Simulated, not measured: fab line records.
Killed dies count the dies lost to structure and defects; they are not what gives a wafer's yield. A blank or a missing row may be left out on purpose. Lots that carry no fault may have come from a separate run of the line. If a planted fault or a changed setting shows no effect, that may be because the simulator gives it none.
Which tool did it? ; flow gf180mcu ; 14 lots, 42 wafers sampled, at 4 steps of a route of 602

## WHAT EACH GAUGE READ, for each wafer
The record holds no reading of a measuring or inspecting step that can be judged against a usual standard deviation.

## WHICH TOOL RAN EACH LOT (tool, then ch and the chambers of the sampled wafers, then the start)
lot;GF_M2_EXPOSE_11;GF_M4_METAL_ETCH_16;GF_V4_SPUTTER_21;GF_V4_CMP_26
L597;krf-scanner-02 ch 0, day 18 16:02;rie-metal-02 ch 0,1, day 23 08:58;pvd-sputter-04, day 24 09:18;cmp-02 ch 1,2,3, day 24 09:44
L598;krf-scanner-02 ch 0, day 19 03:02;rie-metal-04 ch 0, day 23 19:38;pvd-sputter-03, day 24 19:32;cmp-01 ch 1,2, day 24 19:59
L601;krf-scanner-01 ch 0, day 20 01:58;rie-metal-02 ch 0,1, day 24 16:58;pvd-sputter-03, day 25 16:07;cmp-01 ch 1,2,3, day 25 16:37
L602;krf-scanner-02 ch 0, day 20 05:28;rie-metal-03 ch 0,1, day 24 18:45;pvd-sputter-03, day 25 17:32;cmp-01 ch 0,1,3, day 25 17:55
L603;krf-scanner-01 ch 0, day 20 19:10;rie-metal-02 ch 0,1, day 25 06:52;pvd-sputter-01, day 26 05:48;cmp-01 ch 1,2,3, day 26 06:11
L604;krf-scanner-02 ch 0, day 21 02:22;rie-metal-04 ch 0,1, day 25 14:16;pvd-sputter-03, day 26 13:25;cmp-02 ch 0,1,3, day 26 13:49
L605;krf-scanner-01 ch 0, day 21 11:42;rie-metal-04 ch 0,1, day 25 23:03;pvd-sputter-03, day 26 22:36;cmp-01 ch 0,1,3, day 26 22:59
L606;krf-scanner-02 ch 0, day 22 03:26;rie-metal-03 ch 0,1, day 26 13:10;pvd-sputter-01, day 27 10:43;cmp-01 ch 0,3, day 27 11:07
L607;krf-scanner-01 ch 0, day 22 10:24;rie-metal-02 ch 0,1, day 26 19:28;pvd-sputter-03, day 27 18:02;cmp-02 ch 0,2,3, day 27 18:32
L608;krf-scanner-02 ch 0, day 22 18:31;rie-metal-03 ch 0,1, day 27 02:19;pvd-sputter-01, day 28 01:02;cmp-01 ch 0,1,2, day 28 01:38
L613;krf-scanner-01, day 24 14:47;-;-;-
L614;krf-scanner-02, day 24 16:38;-;-;-
L619;krf-scanner-01 ch 0, day 26 18:57;rie-metal-02 ch 0,1, day 30 14:42;pvd-sputter-04, day 31 10:46;cmp-02 ch 0,2,3, day 31 11:16
L620;krf-scanner-02 ch 0, day 27 06:47;rie-metal-02 ch 0,1, day 31 02:13;pvd-sputter-04, day 31 21:17;cmp-01 ch 1,2,3, day 31 21:41
- GF_M2_EXPOSE_11: exposes mask Metal2, target cd 280 nm.
- GF_M4_METAL_ETCH_16: etches the open film in Cl2/BCl3, stops on SiO2, target depth 750.8 nm, time 125.1 s.
- GF_V4_SPUTTER_21: material Ti, target thk 15 nm, time 80.02 s.
- GF_V4_CMP_26: polishes, stops on SiO2, t overpolish 15 s, target thk 0 nm.

## WHAT THE TOOLS THEMSELVES READ (means of the sampled wafers that have a number; where no wafer has one, the mark that the record gives instead)
GF_M2_EXPOSE_11.
lot;tool;exposure-dose-mJ-cm2;focus-offset-nm (nm)
L597;krf-scanner-02;28.015;0.0
L598;krf-scanner-02;28.031;-0.9
L601;krf-scanner-01;28.021;0.2
L602;krf-scanner-02;27.985;0.1
L603;krf-scanner-01;27.986;0.2
L604;krf-scanner-02;27.953;0.5
L605;krf-scanner-01;28.005;-0.2
L606;krf-scanner-02;27.973;-0.3
L607;krf-scanner-01;27.977;-0.6
L608;krf-scanner-02;27.976;0.0
L613;krf-scanner-01;-;-
L614;krf-scanner-02;-;-
L619;krf-scanner-01;27.990;1.1
L620;krf-scanner-02;27.984;0.3

GF_M4_METAL_ETCH_16.
lot;tool;bias-w (W);drypump-motor-current-A (A);mfc-cl2-sccm (sccm);oes-product-au (a.u.);rf-fwd-power-W (W);throttle-valve-pct (%)
L597;rie-metal-02;140.2;6.1;80.09;0.990;795.3;28.236
L598;rie-metal-04;139.6;6.7;80.10;0.986;797.3;28.233
L601;rie-metal-02;139.9;5.8;79.90;0.990;795.8;28.231
L602;rie-metal-03;140.0;6.0;80.11;0.993;797.6;28.226
L603;rie-metal-02;139.5;6.1;79.76;0.993;796.4;28.233
L604;rie-metal-04;139.9;6.3;80.41;0.986;799.3;28.243
L605;rie-metal-04;140.8;6.3;79.89;0.985;798.4;28.229
L606;rie-metal-03;139.6;6.0;80.14;0.992;797.4;28.230
L607;rie-metal-02;140.1;5.8;79.89;0.987;796.7;28.235
L608;rie-metal-03;139.5;6.1;80.08;0.991;796.2;28.224
L619;rie-metal-02;139.9;5.8;80.14;0.984;795.3;28.250
L620;rie-metal-02;140.3;5.8;79.98;0.990;796.9;28.230

GF_V4_SPUTTER_21.
lot;tool;cathode-dc-power-W (W);throttle-valve-pct (%)
L597;pvd-sputter-04;2500.4;29.4
L598;pvd-sputter-03;2500.5;30.7
L601;pvd-sputter-03;2499.7;30.8
L602;pvd-sputter-03;2499.7;30.4
L603;pvd-sputter-01;2500.1;29.4
L604;pvd-sputter-03;2500.0;31.0
L605;pvd-sputter-03;2500.1;30.5
L606;pvd-sputter-01;2499.6;30.3
L607;pvd-sputter-03;2499.9;29.8
L608;pvd-sputter-01;2500.1;30.0
L619;pvd-sputter-04;2500.0;29.1
L620;pvd-sputter-04;2500.3;29.4

GF_V4_CMP_26.
lot;tool;motor-current-A (A);overpolish-run-s (s);time-to-endpoint-s (s)
L597;cmp-02;11.1;14.999;85.1
L598;cmp-01;11.9;14.998;84.8
L601;cmp-01;11.5;15.007;86.7
L602;cmp-01;11.4;15.005;84.8
L603;cmp-01;11.6;14.995;86.1
L604;cmp-02;10.9;15.004;85.8
L605;cmp-01;11.2;15.006;88.6
L606;cmp-01;10.7;15.004;84.8
L607;cmp-02;11.6;15.003;87.8
L608;cmp-01;11.5;14.992;86.8
L619;cmp-02;11.5;14.995;89.4
L620;cmp-01;11.6;15.002;87.3

## THE ANSWER, worked out from the rows above alone
Rule: usual is defined by the lots themselves. Put in order of their means at a reading, lots are off if they are a third of the lots or fewer, leave a main group of 4 or more, and stand apart from it by a gap of 3 or more times the standard deviation of the main group's means; of several such gaps the widest counts. A main group whose means are all the same, to the digits that the tables above print for the reading, isn't used. A lot without any number at a reading at which 4 lots or more have one is off too. All remaining lots with rows at the step are treated as sound. After the gauges, taken in route order, come the tools' own readings; for these a lot's mean is taken, as printed above. At the first step where some lot is off, the reading lying furthest off is the one used; lots without a number count as furthest.
Off: L613, L614, at GF_M2_EXPOSE_11 (exposure-dose-mJ-cm2). Without a number there: L613, L614. For the main group the mean is 27.991 and the standard deviation 0.022.
A tool fits if, at that step or a process step before it, it ran every lot that is off, and no sound lot after the first of them. Not one of the candidates tried fits.

## WHAT HAD BEEN PUT IN BY THE SIMULATOR
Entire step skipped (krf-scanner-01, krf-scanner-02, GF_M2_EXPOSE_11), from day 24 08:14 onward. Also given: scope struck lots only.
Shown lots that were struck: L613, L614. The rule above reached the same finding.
